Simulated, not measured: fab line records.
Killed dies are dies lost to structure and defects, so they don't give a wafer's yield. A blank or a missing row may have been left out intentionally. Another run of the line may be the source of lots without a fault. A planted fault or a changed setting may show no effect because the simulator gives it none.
Which of the tools did it?    flow gf180mcu    13 lots with 39 wafers sampled at 3 steps, on a route of 602 steps

== WHAT THE GAUGES READ, wafer by wafer ==
GF_V5_CD_MEAS_14 targets a cd of 260 nm. Usual: cd-nm at 260.3 nm, with a standard deviation of 1.2.
lot   measured      on         cd-nm (nm)         flag
L701  day 27 05:16  cd-sem-02  260.4 260.6 259.3  
L702  day 27 08:54  cd-sem-01  261.9 261.8 262.2  
L703  day 27 19:55  cd-sem-02  259.7 260.5 261.0  
L706  day 28 22:05  cd-sem-02  258.6 258.2 259.7  
L709  day 29 20:39  cd-sem-01  258.9 260.4 261.0  
L711  day 30 05:54  cd-sem-01  259.7 260.3 260.2  
L713  day 30 15:38  cd-sem-01  261.5 260.4 259.8  
L716  day 31 18:59  cd-sem-02  260.7 261.2 260.7  
L717  day 31 21:02  cd-sem-02  261.4 261.1 261.3  
L718  day 31 22:02  cd-sem-02  261.2 260.1 260.1  
L720  day 32 08:43  cd-sem-02  261.2 261.6 261.4  
L721  day 32 14:29  cd-sem-02  256.7 258.4 257.8  
L724  day 33 15:38  cd-sem-02  259.0 261.3 260.9  

GF_PASSIVATION_THK_MEAS_01. Usual: for PASSIVATION_CVD_00_THK the level is 998 nm and the standard deviation is 12.
lot   measured      on             PASSIVATION_CVD_00_THK (nm)  flag
L701  day 28 03:29  film-metro-02  999 1010 1005                
L702  day 28 14:27  film-metro-02  988 973 999                  
L703  day 28 18:04  film-metro-02  1005 999 1022                
L706  day 29 19:56  film-metro-04  992 987 997                  
L709  day 30 17:13  film-metro-02  983 995 994                  
L711  day 31 01:49  film-metro-04  993 981 1004                 
L713  day 31 11:44  film-metro-04  999 1018 1021                
L716  day 32 15:13  film-metro-03  981 1000 1006                
L717  day 32 15:43  film-metro-04  988 1019 1001                
L718  day 32 17:14  film-metro-04  991 1007 1012                
L720  day 33 03:25  film-metro-04  984 1006 1010                
L721  day 33 09:17  film-metro-04  999 992 1007                 
L724  day 34 08:52  film-metro-04  1000 1016 1004               

== EACH LOT AND THE TOOL THAT RAN IT (in order: tool; ch and the chambers of the sampled wafers; start) ==
lot   GF_MIM_SPUTTER_09
L701  pvd-sputter-04, day 24 11:39
L702  pvd-sputter-03, day 24 16:47
L703  pvd-sputter-04, day 25 04:54
L706  pvd-sputter-01, day 26 08:50
L709  pvd-sputter-01, day 27 07:31
L711  pvd-sputter-01, day 27 18:10
L713  pvd-sputter-01, day 28 05:14
L716  pvd-sputter-03, day 29 11:03
L717  pvd-sputter-04, day 29 13:43
L718  pvd-sputter-03, day 29 15:32
L720  pvd-sputter-03, day 30 01:35
L721  pvd-sputter-03, day 30 08:43
L724  pvd-sputter-04, day 31 12:03
- GF_MIM_SPUTTER_09: material TiN, target thk 35 nm, time 29.2 s.

== AS READ BY THE TOOLS THEMSELVES (means over the sampled wafers that have a number; for cases with no such wafer, the mark the record gives instead) ==
GF_MIM_SPUTTER_09. Usual: throttle-valve-pct at 30.0 %, with a standard deviation of 0.76.
lot   tool            throttle-valve-pct (%)  flag
L701  pvd-sputter-04  29.6                    
L702  pvd-sputter-03  30.1                    
L703  pvd-sputter-04  29.7                    
L706  pvd-sputter-01  30.5                    
L709  pvd-sputter-01  30.3                    
L711  pvd-sputter-01  30.4                    
L713  pvd-sputter-01  30.4                    
L716  pvd-sputter-03  30.0                    
L717  pvd-sputter-04  30.8                    
L718  pvd-sputter-03  30.1                    
L720  pvd-sputter-03  30.1                    
L721  pvd-sputter-03  29.5                    
L724  pvd-sputter-04  29.6                    

== THE ANSWER, worked out from the rows above alone ==
Rule: take the mean of a lot's wafers that have a number; if it is more than 3 standard deviations from the usual mean, the lot is off. Also off: a lot with no number at a reading for which 4 or more lots have one. The other lots that the step has rows for count as sound. The gauges are gone through in route order, then the tools' own readings, and for those a lot's mean is taken as printed above. The first step at which some lot is off is used, and at that step the reading that is off furthest; a lot without a number counts as furthest.
No lot is off at any reading shown: from this, nothing can be told.

== WHAT WAS PUT IN BY THE SIMULATOR ==
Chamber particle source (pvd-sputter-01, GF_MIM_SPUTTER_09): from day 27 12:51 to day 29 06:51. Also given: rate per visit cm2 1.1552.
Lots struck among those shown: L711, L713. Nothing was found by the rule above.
